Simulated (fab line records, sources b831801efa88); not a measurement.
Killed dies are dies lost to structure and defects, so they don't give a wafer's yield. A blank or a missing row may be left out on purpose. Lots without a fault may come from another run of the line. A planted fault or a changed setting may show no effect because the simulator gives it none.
A struck lot beside a sound one | flow sky130 | 15 steps out of a route of 708
Sound: wafers L511.2, L511.3, L511.4. Struck: wafers L527.1, L527.2, L527.4. The cause comes at the end.
At each step with rows: each side's tool, then ch and its chambers, then its first start. Under that, the readings that differ: sound wafers | struck wafers | difference of the means | sigmas: that difference in standard deviations of wafers without a fault.
alike: readings whose means differ by less than 2 such deviations, and words and numbers that are the same on both sides. not compared: withheld readings, readings that some wafer has no value for, bounds like >300 that may hide the same value, and numbers for which the record gives no deviation and whose values overlap.
The two part at a step that has a row with sigmas, a row that says differs or no value, or rows on one side only. Numbers that don't overlap but have no deviation are shown without sigmas and don't part them. A reading that every wafer of one side lacks parts them only if that side has two wafers or more.

SKY_VIA3_CMP_02: polishes SiO2.
  sound on cmp-02 ch 0,1,3, day 39 04:37; struck on cmp-01 ch 0,1,2, day 44 06:58
  alike: motor_current_A
SKY_VIA3_BOW_MEAS_03:
  sound on film_metro-02, day 39 04:53; struck on film_metro-03, day 44 07:16
  alike: VIA3_BOW
then, 8 steps without rows for these wafers: SKY_VIA3_DEHYDRATE_04 (time 60 s); SKY_VIA3_HMDS_05 (prime time 60 s); SKY_VIA3_COAT_06 (resist thk 60 nm); SKY_VIA3_COAT_07 (resist thk 450 nm); SKY_VIA3_SOFTBAKE_08 (time 90 s); SKY_VIA3_EXPOSE_09 (exposes mask VIM3, target cd 200 nm); SKY_VIA3_PEB_10; SKY_VIA3_DEVELOP_11 (develop time 60 s).
SKY_VIA3_CD_MEAS_12: target cd 200 nm.
  sound on cd_sem-01, day 40 04:55; struck on cd_sem-02, day 45 04:49
  alike: cd_nm
SKY_VIA3_OVL_MEAS_13:
  sound on overlay-01, day 40 05:01; struck on overlay-01, day 45 04:56
  alike: VIA3_OVL
SKY_VIA3_ETCH_14: etches BARC in N2/H2, stops on SiO2, time 45.9 s, target depth 60 nm.
  sound on rie_diel-01 ch 0,1,2, day 40 05:03; struck on rie_diel-01 ch 0,1,3, day 45 04:59
  reading    | sound            | struck         | difference | sigmas
  bias_w (W) | 100.3 99.8 100.5 | 94.3 93.8 95.4 | -5.7       | -18
  alike: drypump_motor_current_A, oes_product_au, throttle_valve_pct
  not compared: rf_hours_counter_h
SKY_VIA3_ETCH_15: etches SiO2 in C4F8/O2/Ar, stops on TiN, target depth 507 nm, time 78 s.
  sound on rie_diel-01 ch 0,1,2, day 40 05:05; struck on rie_diel-01 ch 0,1,3, day 45 05:01
  alike: bias_w, oes_product_au
  not compared: rf_hours_counter_h
SKY_PAD_OPEN_PROBE_99:
  the record has rows for the sound wafers here (prober-01, day 46 08:09) and none for the struck ones

WHERE THEY PART
First at SKY_VIA3_ETCH_14; last, within this record, at SKY_PAD_OPEN_PROBE_99.

WHY: what the simulator had put in
Process parameter drift: rie_diel-01, from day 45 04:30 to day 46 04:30, at SKY_VIA3_ETCH_14. Setting bias_w, moved by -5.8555, from 100. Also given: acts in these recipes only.
